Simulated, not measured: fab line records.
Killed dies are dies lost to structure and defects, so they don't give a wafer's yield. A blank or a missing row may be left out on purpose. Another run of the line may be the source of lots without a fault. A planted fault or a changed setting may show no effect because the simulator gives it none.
fab line records -- flow sky130
[record] lots = 24, wafers = 72, last-day = 50
route steps=708 shown NWELL@76 LDD_P@262 LI_CONTACT@384 METAL1@454 VIA1@480
lots untouched by any fault: they come from a run of this same line in which no faults occurred
start-h: start of the lot's first displayed wafer, in hours after the record's first day -- wait-h: hours from the lot's prior step to this one -- " repeats the value in the row above -- L1.1+2: a row that stands for several wafers -- - value missing, or start not given -- * or withheld: withheld -- < > ~ a bound
route shown NAME@n: names a module that has steps shown in the file, with the first one's number in the route -- usual: mean/standard deviation of fault-free wafers -- same: alike in all rows -- chamber/n: place in a boat -- sites: the reading at each site -- _std_site: how widely they spread, as a standard deviation -- _edge_site: outer sites' mean less inner sites' -- radius-mm: how far each site lies from the wafer's centre -- mask NAME#n: copy n -- behind: tool/chamber where the wafer was last shaped -- hold: reason for holding the lot/hours on hold/outcome of the hold -- device: the n, p or np transistor that did not switch -- end of line: tests of these same wafers at the route's end -- a step with no rows: only its recipe -- killed: dies that structure and defects cost at the first sort, which is not the same as the wafer's yield -- map: shows each die of a wafer: x if killed, . if not, _ if none is there
set.NAME: the setting as run; set.NAME@STEP: as run at that earlier step -- model.NAME: the simulator's own value behind a step, which no gauge read
steps of the route over a sample of lots; a table a step, a row a wafer
services: the hour from which a tool's chamber was out of use, counted from the record's first day as start-h (under 0 if before that day), plus the number of hours and why
[[steps]]
[step SKY_NWELL_OVL_MEAS_23]
[usual] NWELL_01_OVL = 0.2/1.7
lot.wafer,tool,chamber,start-h,wait-h,NWELL_01_OVL[nm]
L075.1,overlay-02,-,111.08,-,0.7
L075.4,overlay-02,-,111.08,-,2.2
L075.5,overlay-02,-,111.08,-,2.8
L074.3,overlay-01,-,112.11,-,-2.4
L074.4,overlay-01,-,112.11,-,-1.5
L074.6,overlay-01,-,112.11,-,0.4
L076.1,overlay-02,-,116.67,-,0.7
L076.4,overlay-02,-,116.67,-,1.1
L076.6,overlay-02,-,116.67,-,0.4
L077.2,overlay-01,-,117.76,-,-3.3
L077.3,overlay-01,-,117.76,-,-1.5
L077.6,overlay-01,-,117.76,-,1.4
L078.3,overlay-02,-,120.93,-,0.1
L078.4,overlay-02,-,120.93,-,2.8
L078.5,overlay-02,-,120.93,-,0.0
L079.1,overlay-02,-,130.35,-,2.1
L079.3,overlay-02,-,130.35,-,0.0
L079.5,overlay-02,-,130.35,-,1.9
L080.2,overlay-01,-,139.14,-,-1.4
L080.5,overlay-01,-,139.14,-,2.0
L080.6,overlay-01,-,139.14,-,-1.0
L081.1,overlay-01,-,147.85,-,-1.4
L081.2,overlay-01,-,147.85,-,-3.2
L081.5,overlay-01,-,147.85,-,-3.5
L082.4,overlay-01,-,158.73,-,1.1
L082.5,overlay-01,-,158.73,-,2.6
L082.6,overlay-01,-,158.73,-,0.7
L083.1,overlay-01,-,167.00,-,0.3
L083.3,overlay-01,-,167.00,-,0.4
L083.5,overlay-01,-,167.00,-,0.9
L084.1,overlay-01,-,168.67,-,0.0
L084.2,overlay-01,-,168.67,-,0.2
L084.6,overlay-01,-,168.67,-,0.9
L085.1,overlay-01,-,179.38,-,0.6
L085.2,overlay-01,-,179.38,-,-0.2
L085.3,overlay-01,-,179.38,-,1.2
L086.1,overlay-02,-,180.37,-,-1.7
L086.4,overlay-02,-,180.37,-,-0.6
L086.6,overlay-02,-,180.37,-,-2.1
L087.3,overlay-01,-,189.96,-,1.0
L087.5,overlay-01,-,189.96,-,-1.1
L087.6,overlay-01,-,189.96,-,-0.8
L089.2,overlay-01,-,194.09,-,-0.2
L089.3,overlay-01,-,194.09,-,-1.2
L089.6,overlay-01,-,194.09,-,0.7
L088.1,overlay-01,-,194.20,-,-0.6
L088.3,overlay-01,-,194.20,-,0.4
L088.4,overlay-01,-,194.20,-,0.9
L090.1,overlay-02,-,202.18,-,-0.7
L090.2,overlay-02,-,202.18,-,0.8
L090.6,overlay-02,-,202.18,-,1.6
L091.1,overlay-01,-,207.45,-,2.0
L091.5,overlay-01,-,207.45,-,2.5
L091.6,overlay-01,-,207.45,-,2.7
L092.2,overlay-02,-,214.46,-,1.4
L092.4,overlay-02,-,214.46,-,1.1
L092.6,overlay-02,-,214.46,-,-0.4
L093.3,overlay-02,-,220.99,-,-2.9
L093.4,overlay-02,-,220.99,-,-3.7
L093.6,overlay-02,-,220.99,-,-2.6
L094.2,overlay-01,-,227.02,-,1.9
L094.3,overlay-01,-,227.02,-,0.8
L094.5,overlay-01,-,227.02,-,5.1
L095.2,overlay-01,-,228.29,-,-1.8
L095.3,overlay-01,-,228.29,-,1.2
L095.5,overlay-01,-,228.29,-,-1.9
L096.1,overlay-02,-,234.72,-,0.0
L096.3,overlay-02,-,234.72,-,1.7
L096.4,overlay-02,-,234.72,-,1.0
L097.1,overlay-01,-,243.23,-,0.9
L097.2,overlay-01,-,243.23,-,0.4
L097.4,overlay-01,-,243.23,-,1.1
[step SKY_NWELL_RTA_28]
[recipe] temp-c = 1050, time-s = 30, idle-temp-c = 650, ramp-up-c-per-s = 150, ramp-down-c-per-s = 90, ambient = N2
[usual] lamp-power-pct = 25.31/0.052, wafer_temp_C_max = 1055.0/1.1
lot.wafer,tool,chamber,start-h,wait-h,lamp-power-pct,wafer_temp_C_max
L075.1,rtp-anneal-02,0,111.48,0.0,25.38,1055.5
L075.4,rtp-anneal-02,0,111.48,0.0,25.34,1054.5
L075.5,rtp-anneal-02,0,111.48,0.0,25.31,1055.5
L074.3,rtp-anneal-02,0,112.53,0.0,25.34,1055.4
L074.4,rtp-anneal-02,0,112.53,0.0,25.35,1055.3
L074.6,rtp-anneal-02,0,112.53,0.0,25.29,1054.0
L076.1,rtp-anneal-01,0,117.06,0.0,25.29,1054.5
L076.4,rtp-anneal-01,0,117.06,0.0,25.26,1056.3
L076.6,rtp-anneal-01,0,117.06,0.0,25.31,1055.0
L077.2,rtp-anneal-02,0,118.17,0.0,25.31,1054.2
L077.3,rtp-anneal-02,0,118.17,0.0,25.29,1054.0
L077.6,rtp-anneal-02,0,118.17,0.0,25.35,1053.8
L078.3,rtp-anneal-01,0,121.35,0.0,25.26,1056.8
L078.4,rtp-anneal-01,0,121.35,0.0,25.34,1054.6
L078.5,rtp-anneal-01,0,121.35,0.0,25.22,1055.4
L079.1,rtp-anneal-02,0,130.75,0.0,25.27,1053.0
L079.3,rtp-anneal-02,0,130.75,0.0,25.41,1052.7
L079.5,rtp-anneal-02,0,130.75,0.0,25.26,1055.7
L080.2,rtp-anneal-01,0,139.54,0.0,25.29,1054.5
L080.5,rtp-anneal-01,0,139.54,0.0,25.30,1054.6
L080.6,rtp-anneal-01,0,139.54,0.0,25.34,1054.1
L081.1,rtp-anneal-02,0,148.46,0.0,25.29,1054.9
L081.2,rtp-anneal-02,0,148.46,0.0,25.30,1053.7
L081.5,rtp-anneal-02,0,148.46,0.0,25.25,1056.8
L082.4,rtp-anneal-01,0,159.17,0.1,25.33,1056.1
L082.5,rtp-anneal-01,0,159.17,0.1,25.34,1054.3
L082.6,rtp-anneal-01,0,159.17,0.1,25.31,1054.8
L083.1,rtp-anneal-02,0,167.40,0.0,25.41,1055.2
L083.3,rtp-anneal-02,0,167.40,0.0,25.36,1056.1
L083.5,rtp-anneal-02,0,167.40,0.0,25.24,1054.2
L084.1,rtp-anneal-01,0,169.06,0.0,25.24,1053.7
L084.2,rtp-anneal-01,0,169.06,0.0,25.31,1055.3
L084.6,rtp-anneal-01,0,169.06,0.0,25.30,1054.5
L085.1,rtp-anneal-02,0,179.78,0.0,25.30,1055.9
L085.2,rtp-anneal-02,0,179.78,0.0,25.23,1056.1
L085.3,rtp-anneal-02,0,179.78,0.0,25.39,1055.3
L086.1,rtp-anneal-01,0,180.76,0.0,25.34,1054.4
L086.4,rtp-anneal-01,0,180.76,0.0,25.29,1055.5
L086.6,rtp-anneal-01,0,180.76,0.0,25.34,1056.6
L087.3,rtp-anneal-02,0,190.39,0.0,25.22,1054.9
L087.5,rtp-anneal-02,0,190.39,0.0,25.34,1054.7
L087.6,rtp-anneal-02,0,190.39,0.0,25.30,1055.0
L089.2,rtp-anneal-01,0,194.49,0.0,25.33,1056.0
L089.3,rtp-anneal-01,0,194.49,0.0,25.33,1054.6
L089.6,rtp-anneal-01,0,194.49,0.0,25.28,1055.9
L088.1,rtp-anneal-02,0,194.60,0.0,25.26,1054.2
L088.3,rtp-anneal-02,0,194.60,0.0,25.29,1054.4
L088.4,rtp-anneal-02,0,194.60,0.0,25.31,1054.7
L090.1,rtp-anneal-01,0,202.58,0.0,25.29,1053.9
L090.2,rtp-anneal-01,0,202.58,0.0,25.35,1054.6
L090.6,rtp-anneal-01,0,202.58,0.0,25.34,1054.9
L091.1,rtp-anneal-02,0,207.90,0.0,25.30,1054.9
L091.5,rtp-anneal-02,0,207.90,0.0,25.37,1055.4
L091.6,rtp-anneal-02,0,207.90,0.0,25.22,1053.7
L092.2,rtp-anneal-02,0,214.87,0.0,25.24,1053.4
L092.4,rtp-anneal-02,0,214.87,0.0,25.28,1054.0
L092.6,rtp-anneal-02,0,214.87,0.0,25.22,1055.1
L093.3,rtp-anneal-01,0,221.48,0.0,25.36,1055.1
L093.4,rtp-anneal-01,0,221.48,0.0,25.22,1053.6
L093.6,rtp-anneal-01,0,221.48,0.0,25.22,1056.1
L094.2,rtp-anneal-02,0,227.43,0.0,25.28,1053.1
L094.3,rtp-anneal-02,0,227.43,0.0,25.34,1056.0
L094.5,rtp-anneal-02,0,227.43,0.0,25.40,1055.0
L095.2,rtp-anneal-01,0,228.70,0.0,25.32,1054.4
L095.3,rtp-anneal-01,0,228.70,0.0,25.27,1054.8
L095.5,rtp-anneal-01,0,228.70,0.0,25.37,1055.0
L096.1,rtp-anneal-02,0,235.12,0.0,25.24,1055.8
L096.3,rtp-anneal-02,0,235.12,0.0,25.29,1055.8
L096.4,rtp-anneal-02,0,235.12,0.0,25.28,1054.5
L097.1,rtp-anneal-01,0,243.63,0.0,25.38,1056.0
L097.2,rtp-anneal-01,0,243.63,0.0,25.33,1054.0
L097.4,rtp-anneal-01,0,243.63,0.0,25.28,1059.5
[step SKY_LDD_P_CD_MEAS_07]
[recipe] target-cd-nm = 380
[usual] cd-nm = 380/3.2
lot.wafer,tool,chamber,start-h,wait-h,cd-nm
L075.1,cd-sem-02,-,443.28,0.1,381
L075.4,cd-sem-02,-,443.28,0.1,379
L075.5,cd-sem-02,-,443.28,0.1,381
L074.3,cd-sem-02,-,446.09,0.1,382
L074.4,cd-sem-02,-,446.09,0.1,381
L074.6,cd-sem-02,-,446.09,0.1,382
L076.1,cd-sem-02,-,450.45,0.1,377
L076.4,cd-sem-02,-,450.45,0.1,377
L076.6,cd-sem-02,-,450.45,0.1,375
L077.2,cd-sem-02,-,453.58,0.1,382
L077.3,cd-sem-02,-,453.58,0.1,379
L077.6,cd-sem-02,-,453.58,0.1,383
L078.3,cd-sem-02,-,460.14,0.1,379
L078.4,cd-sem-02,-,460.14,0.1,378
L078.5,cd-sem-02,-,460.14,0.1,378
L079.1,cd-sem-02,-,472.45,0.1,384
L079.3,cd-sem-02,-,472.45,0.1,386
L079.5,cd-sem-02,-,472.45,0.1,384
L080.2,cd-sem-01,-,486.80,0.1,382
L080.5,cd-sem-01,-,486.80,0.1,381
L080.6,cd-sem-01,-,486.80,0.1,382
L081.1,cd-sem-01,-,502.03,0.1,383
L081.2,cd-sem-01,-,502.03,0.1,380
L081.5,cd-sem-01,-,502.03,0.1,381
L082.4,cd-sem-02,-,513.96,0.1,380
L082.5,cd-sem-02,-,513.96,0.1,379
L082.6,cd-sem-02,-,513.96,0.1,379
L084.1,cd-sem-02,-,528.16,0.1,383
L084.2,cd-sem-02,-,528.16,0.1,385
L084.6,cd-sem-02,-,528.16,0.1,383
L083.1,cd-sem-01,-,529.71,0.1,380
L083.3,cd-sem-01,-,529.71,0.1,377
L083.5,cd-sem-01,-,529.71,0.1,380
L085.1,cd-sem-02,-,539.20,0.1,372
L085.2,cd-sem-02,-,539.20,0.1,374
L085.3,cd-sem-02,-,539.20,0.1,376
L086.1,cd-sem-01,-,545.26,0.1,379
L086.4,cd-sem-01,-,545.26,0.1,381
L086.6,cd-sem-01,-,545.26,0.1,381
L087.3,cd-sem-02,-,558.27,0.1,373
L087.5,cd-sem-02,-,558.27,0.1,374
L087.6,cd-sem-02,-,558.27,0.1,374
L088.1,cd-sem-01,-,562.41,0.1,384
L088.3,cd-sem-01,-,562.41,0.1,383
L088.4,cd-sem-01,-,562.41,0.1,383
L089.2,cd-sem-01,-,565.48,0.1,377
L089.3,cd-sem-01,-,565.48,0.1,377
L089.6,cd-sem-01,-,565.48,0.1,376
L090.1,cd-sem-01,-,575.56,0.2,380
L090.2,cd-sem-01,-,575.56,0.2,380
L090.6,cd-sem-01,-,575.56,0.2,376
L091.1,cd-sem-01,-,581.01,0.1,382
L091.5,cd-sem-01,-,581.01,0.1,381
L091.6,cd-sem-01,-,581.01,0.1,384
L092.2,cd-sem-02,-,590.65,0.1,380
L092.4,cd-sem-02,-,590.65,0.1,379
L092.6,cd-sem-02,-,590.65,0.1,380
L093.3,cd-sem-02,-,602.64,0.1,383
L093.4,cd-sem-02,-,602.64,0.1,385
L093.6,cd-sem-02,-,602.64,0.1,383
L094.2,cd-sem-02,-,604.62,0.1,382
L094.3,cd-sem-02,-,604.62,0.1,382
L094.5,cd-sem-02,-,604.62,0.1,383
L095.2,cd-sem-02,-,608.02,0.1,374
L095.3,cd-sem-02,-,608.02,0.1,377
L095.5,cd-sem-02,-,608.02,0.1,375
L096.1,cd-sem-01,-,623.28,0.1,380
L096.3,cd-sem-01,-,623.28,0.1,381
L096.4,cd-sem-01,-,623.28,0.1,383
L097.1,cd-sem-02,-,628.93,0.1,375
L097.2,cd-sem-02,-,628.93,0.1,375
L097.4,cd-sem-02,-,628.93,0.1,373
[step SKY_LI_CONTACT_RS_MEAS_22]
[recipe] thk-meas-gauge = four-point-probe, reads = W_of_LI_CONTACT_CVD_21+TiN_of_LI_CONTACT_SPUTTER_20+Ti_of_LI_CONTACT_SPUTTER_19
[usual] LI_CONTACT_W_RS = 0.2834/0.0027
lot.wafer,tool,chamber,start-h,wait-h,LI_CONTACT_W_RS[ohm/sq]
L075.1,film-metro-02,-,689.62,0.1,0.2829
L075.4,film-metro-02,-,689.62,0.1,0.2838
L075.5,film-metro-02,-,689.62,0.1,0.2855
L074.3,film-metro-03,-,692.23,0.1,0.2824
L074.4,film-metro-03,-,692.23,0.1,0.2811
L074.6,film-metro-03,-,692.23,0.1,0.2836
L076.1,film-metro-01,-,697.32,0.1,0.2860
L076.4,film-metro-01,-,697.32,0.1,0.2859
L076.6,film-metro-01,-,697.32,0.1,0.2869
L077.2,film-metro-03,-,698.64,0.1,0.2778
L077.3,film-metro-03,-,698.64,0.1,0.2811
L077.6,film-metro-03,-,698.64,0.1,0.2807
L078.3,film-metro-02,-,704.18,0.1,0.2835
L078.4,film-metro-02,-,704.18,0.1,0.2829
L078.5,film-metro-02,-,704.18,0.1,0.2831
L079.1,film-metro-03,-,717.57,0.1,0.2857
L079.3,film-metro-03,-,717.57,0.1,0.2839
L079.5,film-metro-03,-,717.57,0.1,0.2837
L080.2,film-metro-03,-,729.98,0.1,0.2820
L080.5,film-metro-03,-,729.98,0.1,0.2804
L080.6,film-metro-03,-,729.98,0.1,0.2821
L081.1,film-metro-02,-,741.47,0.1,0.2834
L081.2,film-metro-02,-,741.47,0.1,0.2814
L081.5,film-metro-02,-,741.47,0.1,0.2840
L082.4,film-metro-01,-,753.47,0.1,0.2861
L082.5,film-metro-01,-,753.47,0.1,0.2856
L082.6,film-metro-01,-,753.47,0.1,0.2844
L084.1,film-metro-01,-,766.02,0.1,0.2885
L084.2,film-metro-01,-,766.02,0.1,0.2850
L084.6,film-metro-01,-,766.02,0.1,0.2889
L083.1,film-metro-02,-,772.57,0.1,0.2838
L083.3,film-metro-02,-,772.57,0.1,0.2819
L083.5,film-metro-02,-,772.57,0.1,0.2846
L085.1,film-metro-03,-,776.71,0.1,0.2830
L085.2,film-metro-03,-,776.71,0.1,0.2821
L085.3,film-metro-03,-,776.71,0.1,0.2862
L086.1,film-metro-01,-,782.76,0.1,0.2823
L086.4,film-metro-01,-,782.76,0.1,0.2825
L086.6,film-metro-01,-,782.76,0.1,0.2805
L087.3,film-metro-03,-,794.36,0.1,0.2852
L087.5,film-metro-03,-,794.36,0.1,0.2824
L087.6,film-metro-03,-,794.36,0.1,0.2841
L088.1,film-metro-01,-,798.92,0.1,0.2812
L088.3,film-metro-01,-,798.92,0.1,0.2804
L088.4,film-metro-01,-,798.92,0.1,0.2790
L089.2,film-metro-02,-,800.48,0.1,0.2862
L089.3,film-metro-02,-,800.48,0.1,0.2885
L089.6,film-metro-02,-,800.48,0.1,0.2888
L090.1,film-metro-01,-,811.91,0.1,0.2823
L090.2,film-metro-01,-,811.91,0.1,0.2879
L090.6,film-metro-01,-,811.91,0.1,0.2864
L091.1,film-metro-03,-,816.46,0.1,0.2847
L091.5,film-metro-03,-,816.46,0.1,0.2791
L091.6,film-metro-03,-,816.46,0.1,0.2843
L092.2,film-metro-01,-,821.41,0.1,0.2808
L092.4,film-metro-01,-,821.41,0.1,0.2803
L092.6,film-metro-01,-,821.41,0.1,0.2801
L093.3,film-metro-01,-,831.93,0.1,0.2806
L093.4,film-metro-01,-,831.93,0.1,0.2839
L093.6,film-metro-01,-,831.93,0.1,0.2852
L094.2,film-metro-01,-,834.14,0.1,0.2837
L094.3,film-metro-01,-,834.14,0.1,0.2802
L094.5,film-metro-01,-,834.14,0.1,0.2835
L095.2,film-metro-02,-,838.83,0.1,0.2836
L095.3,film-metro-02,-,838.83,0.1,0.2852
L095.5,film-metro-02,-,838.83,0.1,0.2848
L096.1,film-metro-02,-,851.95,0.2,0.2886
L096.3,film-metro-02,-,851.95,0.2,0.2874
L096.4,film-metro-02,-,851.95,0.2,0.2869
L097.1,film-metro-01,-,856.26,0.1,0.2857
L097.2,film-metro-01,-,856.26,0.1,0.2821
L097.4,film-metro-01,-,856.26,0.1,0.2832
[step SKY_METAL1_STRIP_20]
[recipe] chemistry = O2/N2, power-w = 1400, pressure-mtorr = 1500, platen-temp-c = withheld, o2-flow-sccm = 3000, n2-flow-sccm = 300, overash-fraction = 0.5
[usual] drypump-motor-current-A = 5.5/0.45, oes-product-au = 0.341/0.0047, strip-time-to-endpoint-s = 2.66/0.048
lot.wafer,tool,chamber,start-h,wait-h,drypump-motor-current-A,oes-product-au,rf-hours-counter-h,strip-time-to-endpoint-s
L075.1,plasma-asher-04,0,778.68,0.1,5.5,0.342,64,2.58
L075.4,plasma-asher-04,0,778.68,0.1,5.6,0.342,-,2.61
L075.5,plasma-asher-04,0,778.68,0.1,5.6,0.339,-,2.61
L074.3,plasma-asher-02,0,781.20,0.1,6.1,0.349,-,2.58
L074.4,plasma-asher-02,1,781.20,0.1,5.8,0.344,-,2.58
L074.6,plasma-asher-02,1,781.20,0.1,5.8,0.334,-,2.58
L076.1,plasma-asher-02,1,786.73,0.2,5.8,0.344,97,2.68
L076.4,plasma-asher-02,0,786.73,0.2,6.1,0.342,-,2.68
L076.6,plasma-asher-02,0,786.73,0.2,6.1,0.344,-,2.68
L077.2,plasma-asher-01,0,787.57,0.1,5.9,0.341,4,2.61
L077.3,plasma-asher-01,0,787.57,0.1,5.8,0.343,-,2.65
L077.6,plasma-asher-01,1,787.57,0.1,4.7,0.341,-,2.62
L078.3,plasma-asher-04,0,793.56,0.1,5.5,0.341,-,2.71
L078.4,plasma-asher-04,1,793.56,0.1,5.3,0.341,-,2.72
L078.5,plasma-asher-04,0,793.56,0.1,5.6,0.344,-,2.69
L079.1,plasma-asher-01,1,803.27,0.1,4.7,0.335,6,2.59
L079.3,plasma-asher-01,0,803.27,0.1,5.9,0.346,-,2.58
L079.5,plasma-asher-01,1,803.27,0.1,4.7,0.334,-,2.57
L080.2,plasma-asher-04,1,816.22,0.1,5.3,0.340,68,2.64
L080.5,plasma-asher-04,0,816.22,0.1,5.5,0.338,-,2.64
L080.6,plasma-asher-04,1,816.22,0.1,5.3,0.340,-,2.70
L081.1,plasma-asher-01,1,826.49,0.1,4.8,0.341,8,2.71
L081.2,plasma-asher-01,0,826.49,0.1,5.9,0.333,8,2.59
L081.5,plasma-asher-01,0,826.49,0.1,5.9,0.337,-,2.69
L082.4,plasma-asher-04,1,836.97,0.1,5.4,0.347,-,2.72
L082.5,plasma-asher-04,1,836.97,0.1,5.4,0.338,-,2.69
L082.6,plasma-asher-04,0,836.97,0.1,5.5,0.343,-,2.71
L084.1,plasma-asher-01,0,848.79,0.1,5.9,0.343,11,2.65
L084.2,plasma-asher-01,1,848.79,0.1,4.7,0.335,11,2.68
L084.6,plasma-asher-01,0,848.79,0.1,5.8,0.337,-,2.64
L083.1,plasma-asher-01,0,855.04,0.1,5.8,0.334,11,2.64
L083.3,plasma-asher-01,0,855.04,0.1,5.8,0.345,-,2.68
L083.5,plasma-asher-01,0,855.04,0.1,5.9,0.339,-,2.66
L085.1,plasma-asher-04,1,858.72,0.1,5.3,0.340,72,2.69
L085.2,plasma-asher-04,0,858.72,0.1,5.6,0.347,72,2.63
L085.3,plasma-asher-04,0,858.72,0.1,5.5,0.338,-,2.67
L086.1,plasma-asher-04,0,864.98,0.1,5.5,0.347,73,2.63
L086.4,plasma-asher-04,0,864.98,0.1,5.6,0.342,-,2.69
L086.6,plasma-asher-04,1,864.98,0.1,5.3,0.344,-,2.66
L087.3,plasma-asher-02,0,875.46,0.1,6.1,0.338,-,2.66
L087.5,plasma-asher-02,1,875.46,0.1,5.8,0.337,-,2.66
L087.6,plasma-asher-02,0,875.46,0.1,6.1,0.342,-,2.69
L088.1,plasma-asher-04,1,880.46,0.1,5.3,0.335,74,2.70
L088.3,plasma-asher-04,1,880.46,0.1,5.4,0.342,-,2.64
L088.4,plasma-asher-04,0,880.46,0.1,5.5,0.340,-,2.69
L089.2,plasma-asher-01,0,881.93,0.1,5.9,0.348,14,2.72
L089.3,plasma-asher-01,0,881.93,0.1,5.9,0.341,-,2.68
L089.6,plasma-asher-01,0,881.93,0.1,5.9,0.343,-,2.68
L090.1,plasma-asher-04,0,892.32,0.1,5.6,0.340,76,2.65
L090.2,plasma-asher-04,1,892.32,0.1,5.3,0.335,76,2.66
L090.6,plasma-asher-04,1,892.32,0.1,5.3,0.339,-,2.65
L091.1,plasma-asher-02,1,896.57,0.1,5.8,0.339,108,2.68
L091.5,plasma-asher-02,1,896.57,0.1,5.8,0.343,-,2.69
L091.6,plasma-asher-02,0,896.57,0.1,6.1,0.345,-,2.66
L092.2,plasma-asher-01,1,901.43,0.1,4.7,0.349,16,2.72
L092.4,plasma-asher-01,0,901.43,0.1,5.9,0.339,-,2.73
L092.6,plasma-asher-01,1,901.43,0.1,4.7,0.333,-,2.67
L093.3,plasma-asher-04,0,910.67,0.1,5.6,0.348,-,2.77
L093.4,plasma-asher-04,1,910.67,0.1,5.3,0.340,-,2.67
L093.6,plasma-asher-04,0,910.67,0.1,5.6,0.349,-,2.76
L094.2,plasma-asher-01,1,912.78,0.1,4.7,0.346,17,2.68
L094.3,plasma-asher-01,0,912.78,0.1,5.9,0.347,-,2.69
L094.5,plasma-asher-01,1,912.78,0.1,4.7,0.343,-,2.68
L095.2,plasma-asher-01,0,918.98,0.1,5.9,0.347,18,2.78
L095.3,plasma-asher-01,1,918.98,0.1,4.8,0.337,-,2.78
L095.5,plasma-asher-01,1,918.98,0.1,4.7,0.347,-,2.80
L096.1,plasma-asher-02,1,930.98,0.1,5.8,0.343,110,2.66
L096.3,plasma-asher-02,1,930.98,0.1,5.8,0.336,-,2.63
L096.4,plasma-asher-02,0,930.98,0.1,6.1,0.337,-,2.69
L097.1,plasma-asher-01,0,935.18,0.1,5.9,0.333,20,2.68
L097.2,plasma-asher-01,1,935.18,0.1,4.7,0.347,20,2.69
L097.4,plasma-asher-01,0,935.18,0.1,5.8,0.332,-,2.68
[step SKY_VIA1_RS_MEAS_22]
[recipe] thk-meas-gauge = four-point-probe, reads = W_of_VIA1_CVD_21+TiN_of_VIA1_SPUTTER_20
[usual] VIA1_W_RS = 0.428/0.0056
lot.wafer,tool,chamber,start-h,wait-h,VIA1_W_RS[ohm/sq]
L075.1,film-metro-01,-,807.00,0.1,0.432
L075.4,film-metro-01,-,807.00,0.1,0.426
L075.5,film-metro-01,-,807.00,0.1,0.431
L074.3,film-metro-02,-,809.16,0.1,0.429
L074.4,film-metro-02,-,809.16,0.1,0.424
L074.6,film-metro-02,-,809.16,0.1,0.436
L076.1,film-metro-01,-,814.75,0.1,0.434
L076.4,film-metro-01,-,814.75,0.1,0.424
L076.6,film-metro-01,-,814.75,0.1,0.437
L077.2,film-metro-01,-,815.98,0.1,0.431
L077.3,film-metro-01,-,815.98,0.1,0.427
L077.6,film-metro-01,-,815.98,0.1,0.421
L078.3,film-metro-03,-,821.27,0.1,0.438
L078.4,film-metro-03,-,821.27,0.1,0.436
L078.5,film-metro-03,-,821.27,0.1,0.430
L079.1,film-metro-01,-,830.92,0.1,0.423
L079.3,film-metro-01,-,830.92,0.1,0.428
L079.5,film-metro-01,-,830.92,0.1,0.424
L080.2,film-metro-02,-,844.17,0.1,0.433
L080.5,film-metro-02,-,844.17,0.1,0.428
L080.6,film-metro-02,-,844.17,0.1,0.437
L081.1,film-metro-02,-,854.29,0.1,0.430
L081.2,film-metro-02,-,854.29,0.1,0.439
L081.5,film-metro-02,-,854.29,0.1,0.426
L082.4,film-metro-01,-,864.61,0.1,0.431
L082.5,film-metro-01,-,864.61,0.1,0.429
L082.6,film-metro-01,-,864.61,0.1,0.430
L084.1,film-metro-03,-,876.62,0.1,0.423
L084.2,film-metro-03,-,876.62,0.1,0.419
L084.6,film-metro-03,-,876.62,0.1,0.424
L083.1,film-metro-02,-,882.74,0.1,0.428
L083.3,film-metro-02,-,882.74,0.1,0.420
L083.5,film-metro-02,-,882.74,0.1,0.424
L085.1,film-metro-01,-,885.41,0.1,0.420
L085.2,film-metro-01,-,885.41,0.1,0.414
L085.3,film-metro-01,-,885.41,0.1,0.417
L086.1,film-metro-02,-,891.91,0.1,0.428
L086.4,film-metro-02,-,891.91,0.1,0.431
L086.6,film-metro-02,-,891.91,0.1,0.426
L087.3,film-metro-03,-,902.06,0.1,0.423
L087.5,film-metro-03,-,902.06,0.1,0.424
L087.6,film-metro-03,-,902.06,0.1,0.425
L088.1,film-metro-01,-,907.47,0.1,0.426
L088.3,film-metro-01,-,907.47,0.1,0.427
L088.4,film-metro-01,-,907.47,0.1,0.432
L089.2,film-metro-01,-,909.18,0.1,0.425
L089.3,film-metro-01,-,909.18,0.1,0.423
L089.6,film-metro-01,-,909.18,0.1,0.426
L090.1,film-metro-03,-,919.37,0.1,0.425
L090.2,film-metro-03,-,919.37,0.1,0.430
L090.6,film-metro-03,-,919.37,0.1,0.423
L091.1,film-metro-01,-,923.26,0.1,0.429
L091.5,film-metro-01,-,923.26,0.1,0.432
L091.6,film-metro-01,-,923.26,0.1,0.428
L092.2,film-metro-01,-,926.46,0.1,0.437
L092.4,film-metro-01,-,926.46,0.1,0.435
L092.6,film-metro-01,-,926.46,0.1,0.432
L093.3,film-metro-03,-,937.07,0.1,0.421
L093.4,film-metro-03,-,937.07,0.1,0.424
L093.6,film-metro-03,-,937.07,0.1,0.428
L094.2,film-metro-03,-,938.63,0.1,0.436
L094.3,film-metro-03,-,938.63,0.1,0.435
L094.5,film-metro-03,-,938.63,0.1,0.435
L095.2,film-metro-02,-,945.03,0.1,0.430
L095.3,film-metro-02,-,945.03,0.1,0.427
L095.5,film-metro-02,-,945.03,0.1,0.429
L096.1,film-metro-01,-,957.17,0.1,0.438
L096.3,film-metro-01,-,957.17,0.1,0.425
L096.4,film-metro-01,-,957.17,0.1,0.437
L097.1,film-metro-03,-,961.40,0.1,0.430
L097.2,film-metro-03,-,961.40,0.1,0.434
L097.4,film-metro-03,-,961.40,0.1,0.429
[[services]]
tool,chamber,start-h,hours,kind
plasma-asher-04,-,108.75,9.0,pm
plasma-asher-04,0,108.75,9.0,vent-cycle
plasma-asher-04,-,183.31,1.2,repair
plasma-asher-04,-,231.86,0.7,repair
rtp-anneal-01,-,286.05,5.5,pm
plasma-asher-01,-,422.56,2.8,pm
plasma-asher-04,-,429.20,8.1,repair
plasma-asher-01,-,437.41,0.7,repair
rtp-anneal-01,-,518.96,5.1,pm
plasma-asher-01,-,526.68,3.8,repair
rtp-anneal-02,-,589.18,40.1,pm
plasma-asher-02,-,601.70,2.8,pm
plasma-asher-04,-,630.79,3.5,repair
plasma-asher-04,-,653.67,2.8,pm
rtp-anneal-02,-,687.84,2.8,pm
plasma-asher-01,-,733.75,9.0,pm
plasma-asher-01,0,733.75,9.0,vent-cycle
plasma-asher-01,1,733.75,9.0,vent-cycle
plasma-asher-01,0,742.75,-,clean
plasma-asher-01,1,742.75,-,clean
plasma-asher-04,-,765.68,0.6,repair
plasma-asher-02,-,788.74,0.5,repair
plasma-asher-04,-,794.08,4.6,pm
plasma-asher-02,-,898.63,15.6,pm
[[key]]
fault none
